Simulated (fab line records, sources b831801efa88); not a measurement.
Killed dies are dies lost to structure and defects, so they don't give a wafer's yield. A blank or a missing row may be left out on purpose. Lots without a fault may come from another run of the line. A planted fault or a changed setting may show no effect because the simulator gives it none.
Problem report in the 8D (eight disciplines) form, filled by code | flow sky130 | the parts of the form that need people (team, actions taken, sign-off) are left out

1. THE PROBLEM
VIA4_W_RS at SKY_VIA4_RS_MEAS_19 reads a mean of 0.341 ohm/sq on 6 wafers of 2 lots; wafers without a fault read 0.224 ohm/sq with a standard deviation of 0.0036. That is +32 standard deviations from the usual mean.
The step: measures by four-point-probe.
First seen on wafer L932.1, day 47 07:19, on film_metro-02. The record holds 30 wafers of 10 lots with a number at this step. Rule for "out", or "out of limits": more than 4 standard deviations from the usual mean. The other wafers with a number count as sound.

2. WHAT IT IS AND WHAT IT IS NOT
question                    | is                           | is not
which readings at this step | VIA4_W_RS                    | -
which lots                  | L928, L932                   | L917, L919, L921, L929, L934, L935, L936, L939
which wafers of those lots  | all that have a number       | -
read on which gauges        | film_metro-02, film_metro-04 | film_metro-03
when                        | from day 47 07:19            | up to then (9 sound wafers); but 15 sound wafers of L929, L934, L935, L936, L939 came after

3. SUSPECTS, AND WHAT RULES EACH OUT
Counting: a tool at a process step up to the reading stays a suspect if it ran every lot that is out and no sound lot after the first of them.
- the gauge at SKY_VIA4_RS_MEAS_19: ruled out. The wafers that are out were read on 2 gauges (film_metro-02, film_metro-04).
- cvd_w-01 at SKY_VIA4_CVD_18 (deposits W, target thk 505 nm, time 152.14 s): kept. It ran every lot that is out, first L932 (day 47 07:10), and no sound lot after that; its last sound lot up to then is L919 (day 43 05:20). Its own readings are out on those wafers: susceptor_temp_C.
Left after counting: cvd_w-01 at SKY_VIA4_CVD_18.

4. THE CAUSE (what the simulator had put in)
Process parameter drift: cvd_w-01, from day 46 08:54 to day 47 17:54, at SKY_VIA4_CVD_18. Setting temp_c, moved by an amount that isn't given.
Counting left only this tool.

5. THE CHAIN OF EFFECTS, in route order
Each row: a reading whose mean over the struck wafers that have a number lies more than 3 standard deviations from the usual. Only readings for which the record gives a usual standard deviation are gone through. hours: the time from each lot's start at the first step in this table that gives one to its start at this step, as a median over the lots. sigmas: the change in usual standard deviations.
hours | step                 | reading            | usual        | on struck wafers | change | sigmas
0     | SKY_VIA4_CVD_18      | susceptor_temp_C   | 399.97 C     | 377.63           | -22.34 | -99 or more
0     | SKY_VIA4_RS_MEAS_19  | VIA4_W_RS          | 0.224 ohm/sq | 0.341            | +0.117 | +32
3     | SKY_VIA4_THK_MEAS_20 | VIA4_W_THK         | 517 nm       | 340              | -177   | -19
7     | SKY_VIA4_CMP_21      | time_to_endpoint_s | 124 s        | 80               | -44    | -7.8
The process steps in it:
- SKY_VIA4_CVD_18: deposits W, target thk 505 nm, time 152.14 s.
- SKY_VIA4_CMP_21: polishes, stops on SiO2, t overpolish 25 s, target thk 0 nm.

6. WHAT WOULD HAVE CAUGHT IT SOONER
In this record the first reading out of limits at a measuring or inspecting step was taken at day 47 07:19, 22 hours after the fault began at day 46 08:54.
The tool's own readings at SKY_VIA4_CVD_18 were out on every struck wafer that the step has a row for (susceptor_temp_C): an alarm limit on them would have fired on the first of those.
Of the lots that are out (2), L928 began SKY_VIA4_CVD_18 on cvd_w-01 after day 47 07:19. A hold on the tool at that time would have spared it.
